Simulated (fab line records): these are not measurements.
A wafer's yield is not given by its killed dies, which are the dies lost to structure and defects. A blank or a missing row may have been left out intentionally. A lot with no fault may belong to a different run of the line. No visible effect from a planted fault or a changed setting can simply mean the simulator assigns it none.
fab line records | flow sfqLine
record: lots: 14 wafers: 40 lastDay: 95
route steps=325 shown I0@54 M1@60 M2@101
lots that met no fault: taken from a fault-free run of the same line
startH: start of the lot's first displayed wafer, in hours after the record's first day | waitH: hours since the lot's step before | " as in the row above | L1.1+2: one row covering several wafers at once | - no value, or no start given | * or withheld: withheld | < > ~ a bound
route shown NAME@n: a module of which the file shows steps, and the number in the route of the first | usual: the fault-free wafers' mean and standard deviation | same: alike in all rows | chamber/n: place in a boat | sites: readings site by site | _std_site: their standard deviation | _edge_site: inner sites' mean taken away from outer sites' mean | radiusMm: how far each site lies from the wafer's centre | mask NAME#n: copy n | behind: tool/chamber where the wafer was last shaped | hold: cause of the lot's hold/its duration in hours/its outcome | device: whichever transistor did not switch (one of n, p or np) | end of line: tests of these same wafers at the route's end | where a step has no rows: the recipe by itself | killed: count of dies lost to structure and defects at first sort (not the wafer's yield) | map: a wafer's dies, marking killed ones x, the rest . and places with no die _
set.NAME: the run value of the setting; set.NAME@STEP: its run value at that earlier step | model.NAME: the simulator's own value behind a step, which no gauge read
route steps across a sampled set of lots; one table per step, one row per wafer
services: a tool's chamber out of use, with start hour (startH, from the record's first day; less than 0 if before it), hours out, and reason
== steps ==
step: SFQ_TRILAYER_I0_VIA_BARC_OPEN_VIA_ETCH_046
recipe: maskMaterial: PR chemistry: O2 targetDepthNm: 125 target: BARC sourceW: 500 biasW: 80 pressureMtorr: 30 timeS: 41.7
usual: drypumpMotorCurrentA: 5.5/0.37 oesProductAu: 0.685/0.0048
same: timeS: 41.7
columns lot.wafer tool chamber startH waitH drypumpMotorCurrentA oesProductAu rfHoursCounterH
L944.1 rieDiel-01 0 398.63 0.0 5.6 0.684 71
L944.4 " 2 " " 6.3 0.683 72
L944.6 " 3 " " 5.6 0.683 -
L946.1 rieDiel-04 3 426.35 0.0 5.4 0.682 14
L946.3 " 0 " " 5.0 0.684 64
L946.5 " 1 " " 5.9 0.689 -
L947.1 rieDiel-04 2 438.35 0.0 4.9 0.681 5
L947.3 " 0 " " 5.0 0.690 65
L947.6 " 2 " " 4.9 0.692 -
L948.4 rieDiel-03 1 462.82 0.0 5.6 0.678 -
L948.5 " 1 " " 5.6 0.686 -
L948.6 " 2 " " 5.7 0.685 -
L949.1 rieDiel-04 2 471.20 0.0 4.9 0.680 6
L949.3 " 0 " " 5.0 0.688 65
L949.5 " 3 " " 5.4 0.680 -
L950.3 rieDiel-04 0 482.00 0.0 5.0 0.687 65
L950.4 " 1 " " 5.9 0.682 9
L950.6 " 0 " " 5.0 0.692 -
L951.2 rieDiel-04 3 496.40 0.0 5.4 0.681 16
L951.5 " 1 " " 5.9 0.689 -
L951.6 " 2 " " 4.9 0.684 -
L952.2 rieDiel-04 3 512.00 0.0 5.5 0.682 16
L952.3 " 1 " " 5.9 0.686 9
L952.6 " 0 " " 5.0 0.690 -
L953.1 rieDiel-04 2 524.01 0.0 4.9 0.681 7
L953.2 " 0 " " 5.0 0.685 66
L953.3 " 3 " " 5.4 0.685 16
L961.4 rieDiel-04 0 590.75 0.0 5.0 0.690 67
L961.6 " 3 " " 5.4 0.684 -
L963.3 rieDiel-04 3 620.75 0.0 5.5 0.685 17
L963.6 " 1 " " 5.9 0.689 -
L964.2 rieDiel-03 2 626.75 0.0 5.7 0.682 69
L964.3 " 1 " " 5.6 0.678 1
L964.4 " 0 " " 5.6 0.688 11
L965.1 rieDiel-01 0 639.95 0.0 5.7 0.682 74
L965.2 " 1 " " 5.3 0.681 1
L965.3 " 3 " " 5.6 0.685 63
L966.2 rieDiel-01 2 650.87 0.0 6.3 0.687 0
L966.4 " 3 " " 5.6 0.691 -
L966.5 " 2 " " 6.3 0.683 -
step: SFQ_M1_RS_MEAS_909
recipe: thkMeasGauge: four-point-probe reads: Nb_of_TRILAYER_M1_DEP_SPUTTER_037
usual: M1_NB_RS: 0.893/0.01
columns lot.wafer tool chamber startH waitH hold M1_NB_RS[ohm/sq]
L944.1 filmMetro-04 - 399.69 0.0 - 0.901
L944.4 " - " " - 0.895
L944.6 " - " " - 0.922
L946.1 filmMetro-04 - 427.60 0.0 - 0.903
L946.3 " - " " - 0.898
L946.5 " - " " - 0.898
L947.1 filmMetro-03 - 439.40 0.0 - 0.902
L947.3 " - " " - 0.898
L947.6 " - " " - 0.908
L948.4 filmMetro-03 - 463.99 0.1 - 0.893
L948.5 " - " " - 0.888
L948.6 " - " " - 0.891
L949.1 filmMetro-04 - 472.25 0.0 - 0.897
L949.3 " - " " - 0.899
L949.5 " - " " - 0.892
L950.3 filmMetro-04 - 483.27 0.1 - 0.900
L950.4 " - " " - 0.901
L950.6 " - " " - 0.895
L951.2 filmMetro-03 - 497.47 0.1 - 0.890
L951.5 " - " " - 0.878
L951.6 " - " " - 0.879
L952.2 filmMetro-03 - 513.07 0.1 - 0.883
L952.3 " - " " - 0.897
L952.6 " - " " - 0.901
L953.1 filmMetro-03 - 525.65 0.0 - 0.906
L953.2 " - " " - 0.896
L953.3 " - " " - 0.892
L961.4 filmMetro-04 - 591.85 0.1 awaitDispo/0.2h/release 0.915
L961.6 " - " " awaitDispo/0.2h/release 0.919
L961.4 filmMetro-04 - 592.14 0.3 - 0.917
L961.6 " - " " - 0.916
L963.3 filmMetro-04 - 622.43 0.1 awaitDispo/0.2h/release 0.900
L963.6 " - " " awaitDispo/0.2h/release 0.884
L963.3 filmMetro-04 - 622.72 0.3 - 0.898
L963.6 " - " " - 0.886
L964.2 filmMetro-04 - 627.81 0.1 - 0.884
L964.3 " - " " - 0.899
L964.4 " - " " - 0.884
L965.1 filmMetro-02 - 640.99 0.0 - 0.880
L965.2 " - " " - 0.876
L965.3 " - " " - 0.879
L966.2 filmMetro-04 - 651.94 0.1 - 0.893
L966.4 " - " " - 0.897
L966.5 " - " " - 0.907
step: SFQ_M1_OVL_MEAS_911
usual: M1_OVL: 2/6.7
columns lot.wafer tool chamber startH waitH M1_OVL[nm]
L944.1 overlay-02 - 561.22 0.1 -4
L944.4 " - " " 1
L944.6 " - " " 0
L946.1 overlay-01 - 589.51 0.1 -1
L946.3 " - " " 1
L946.5 " - " " -2
L947.1 overlay-02 - 597.91 0.1 1
L947.3 " - " " 5
L947.6 " - " " 0
L948.4 overlay-01 - 621.93 0.1 25
L948.5 " - " " 26
L948.6 " - " " 21
L949.1 overlay-01 - 630.31 0.1 11
L949.3 " - " " 3
L949.5 " - " " 5
L950.3 overlay-01 - 641.12 0.1 7
L950.4 " - " " 10
L950.6 " - " " 7
L951.2 overlay-01 - 654.44 0.1 -3
L951.5 " - " " 2
L951.6 " - " " -1
L952.2 overlay-02 - 673.64 0.1 12
L952.3 " - " " 11
L952.6 " - " " 5
L953.1 overlay-01 - 685.63 0.1 9
L953.2 " - " " 7
L953.3 " - " " 6
L961.4 overlay-01 - 753.64 0.1 -9
L961.6 " - " " 0
L963.3 overlay-02 - 781.46 0.1 -2
L963.6 " - " " -2
L964.2 overlay-02 - 783.86 0.1 -1
L964.3 " - " " -2
L964.4 " - " " -4
L965.1 overlay-02 - 797.05 0.1 -1
L965.2 " - " " -4
L965.3 " - " " 6
L966.2 overlay-02 - 805.46 0.1 7
L966.4 " - " " 3
L966.5 " - " " 3
step: SFQ_TRILAYER_M1_STRIP_STRIP_043
recipe: gas: O2 powerW: 200 platenTempC: 40 overashFraction: 0.65 chemistry: O2 pressureMtorr: 50
usual: drypumpMotorCurrentA: 5.6/0.36 oesProductAu: 1.003/0.01
columns lot.wafer tool chamber startH waitH drypumpMotorCurrentA oesProductAu rfHoursCounterH
L944.1 rieMetal-03 0 561.44 0.1 5.5 0.989 63
L944.4 " 0 " " 5.5 1.001 -
L944.6 " 0 " " 5.5 0.991 -
L946.1 rieMetal-01 1 589.73 0.1 5.4 1.019 2
L946.3 " 0 " " 5.4 0.995 -
L946.5 " 0 " " 5.3 0.984 -
L947.1 rieMetal-01 0 598.13 0.1 5.4 0.995 82
L947.3 " 1 " " 5.4 1.015 -
L947.6 " 0 " " 5.4 0.989 -
L948.4 rieMetal-02 1 622.33 0.2 6.4 1.002 -
L948.5 " 0 " " 5.3 0.985 -
L948.6 " 1 " " 6.5 0.989 -
L949.1 rieMetal-01 1 630.87 0.2 5.3 1.023 7
L949.3 " 1 " " 5.4 1.012 -
L949.5 " 1 " " 5.4 1.024 -
L950.3 rieMetal-02 1 641.53 0.2 6.5 0.980 -
L950.4 " 0 " " 5.3 0.989 -
L950.6 " 0 " " 5.3 0.985 -
L951.2 rieMetal-02 0 654.66 0.1 5.3 0.998 85
L951.5 " 1 " " 6.5 0.997 -
L951.6 " 0 " " 5.3 0.987 -
L952.2 rieMetal-02 0 673.86 0.1 5.3 0.995 88
L952.3 " 0 " " 5.3 0.996 -
L952.6 " 1 " " 6.4 0.988 -
L953.1 rieMetal-03 0 686.04 0.2 5.5 1.005 69
L953.2 " 0 " " 5.5 1.002 -
L953.3 " 0 " " 5.5 0.997 -
L961.4 rieMetal-01 0 754.05 0.2 5.4 1.006 -
L961.6 " 0 " " 5.4 1.004 -
L963.3 rieMetal-03 0 781.87 0.2 5.5 1.004 -
L963.6 " 0 " " 5.5 1.009 -
L964.2 rieMetal-01 0 784.07 0.1 5.3 0.997 104
L964.3 " 0 " " 5.4 1.003 -
L964.4 " 1 " " 5.4 1.008 -
L965.1 rieMetal-02 0 797.27 0.1 5.3 1.006 102
L965.2 " 1 " " 6.4 0.996 57
L965.3 " 1 " " 6.4 1.002 -
L966.2 rieMetal-03 1 805.67 0.1 5.8 1.000 53
L966.4 " 1 " " 5.8 1.018 -
L966.5 " 0 " " 5.5 0.991 -
step: SFQ_TRILAYER_M2_STRIP_STRIP_061
recipe: gas: O2 powerW: 200 platenTempC: 40 overashFraction: 0.65 chemistry: O2 pressureMtorr: 50
usual: drypumpMotorCurrentA: 5.5/0.39 oesProductAu: 1.004/0.0078
columns lot.wafer tool chamber startH waitH drypumpMotorCurrentA oesProductAu rfHoursCounterH
L944.1 rieMetal-03 0 731.89 0.1 5.5 0.989 75
L944.4 " 0 " " 5.5 0.992 -
L944.6 " 0 " " 5.5 0.996 -
L946.1 rieMetal-04 1 761.05 0.1 5.2 1.000 55
L946.3 " 0 " " 5.3 1.012 -
L946.5 " 1 " " 5.2 1.006 -
L947.1 rieMetal-02 1 767.05 0.1 6.4 1.001 52
L947.3 " 1 " " 6.4 0.997 -
L947.6 " 0 " " 5.3 1.009 -
L948.4 rieMetal-04 1 787.87 0.2 5.2 1.003 -
L948.5 " 1 " " 5.2 1.009 -
L948.6 " 0 " " 5.3 0.989 -
L949.1 rieMetal-02 0 793.67 0.1 5.3 0.994 102
L949.3 " 0 " " 5.3 1.002 -
L949.5 " 1 " " 6.4 0.992 -
L950.3 rieMetal-03 1 850.27 0.2 5.8 1.003 -
L950.4 " 0 " " 5.5 1.004 -
L950.6 " 0 " " 5.5 1.010 -
L951.2 rieMetal-03 0 852.47 0.1 5.5 0.994 92
L951.5 " 1 " " 5.8 1.009 -
L951.6 " 0 " " 5.5 1.004 -
L952.2 rieMetal-04 1 853.67 0.1 5.1 1.010 71
L952.3 " 0 " " 5.3 0.999 -
L952.6 " 0 " " 5.2 1.014 -
L953.1 rieMetal-04 1 856.07 0.1 5.2 0.993 71
L953.2 " 0 " " 5.3 0.998 57
L953.3 " 1 " " 5.2 0.999 -
L961.4 rieMetal-04 1 932.77 0.2 5.2 1.002 -
L961.6 " 0 " " 5.2 0.999 -
L963.3 rieMetal-03 1 942.37 0.2 5.8 1.016 -
L963.6 " 1 " " 5.8 1.013 -
L964.2 rieMetal-03 0 944.57 0.1 5.5 0.991 104
L964.3 " 0 " " 5.5 1.000 -
L964.4 " 1 " " 5.8 1.020 -
L965.1 rieMetal-04 1 951.77 0.1 5.1 1.004 85
L965.2 " 0 " " 5.3 1.004 67
L965.3 " 0 " " 5.3 0.999 -
L966.2 rieMetal-02 0 961.37 0.1 5.3 1.000 128
L966.4 " 1 " " 6.5 0.988 -
L966.5 " 0 " " 5.3 1.001 -
== services ==
columns tool chamber startH hours kind
rieMetal-03 1 443.79 8.5 repair
rieDiel-04 0 450.61 1.4 repair
rieMetal-02 - 456.79 0.6 repair
rieMetal-03 - 498.99 4.9 repair
rieDiel-04 - 509.04 0.7 repair
rieDiel-04 0 542.01 8.0 repair
rieMetal-03 - 578.56 1.0 repair
rieDiel-04 0 581.37 5.1 repair
rieMetal-03 0 599.35 48.2 repair
rieMetal-03 1 627.63 16.1 repair
rieMetal-02 - 633.73 0.5 repair
rieMetal-03 - 646.13 28.1 pm
rieMetal-03 - 674.23 2.8 pm
rieMetal-03 1 685.24 2.5 repair
rieMetal-02 - 746.79 0.6 repair
rieMetal-03 - 751.85 15.6 pm
rieMetal-02 0 775.72 5.6 repair
rieDiel-04 2 778.88 3.1 repair
rieDiel-04 - 831.67 8.4 repair
rieDiel-04 0 831.86 6.8 repair
rieDiel-04 1 843.27 5.4 repair
rieMetal-03 0 876.51 1.5 repair
rieMetal-03 - 902.16 0.7 repair
rieDiel-04 - 906.82 28.1 pm
== key ==
firstSign: step: SFQ_M1_RS_MEAS_909 reading: visit direction: added
effect none on later readings
metAt SFQ_TRILAYER_I0_VIA_BARC_OPEN_VIA_ETCH_046
struckLots L961,L963
struckWafers L961.4,L963.3
notActingAt SFQ_M1_OVL_MEAS_911,SFQ_TRILAYER_M1_STRIP_STRIP_043,SFQ_TRILAYER_M2_STRIP_STRIP_061
onsetBetween 524.01 590.75
fault: kind: processParameterDrift tool: rieDiel-04 chamber: - onsetH: 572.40 steps: SFQ_TRILAYER_I0_VIA_BARC_OPEN_VIA_ETCH_046 channel: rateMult offset: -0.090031 shape: step endH: 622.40 scope: struckWafersOnly
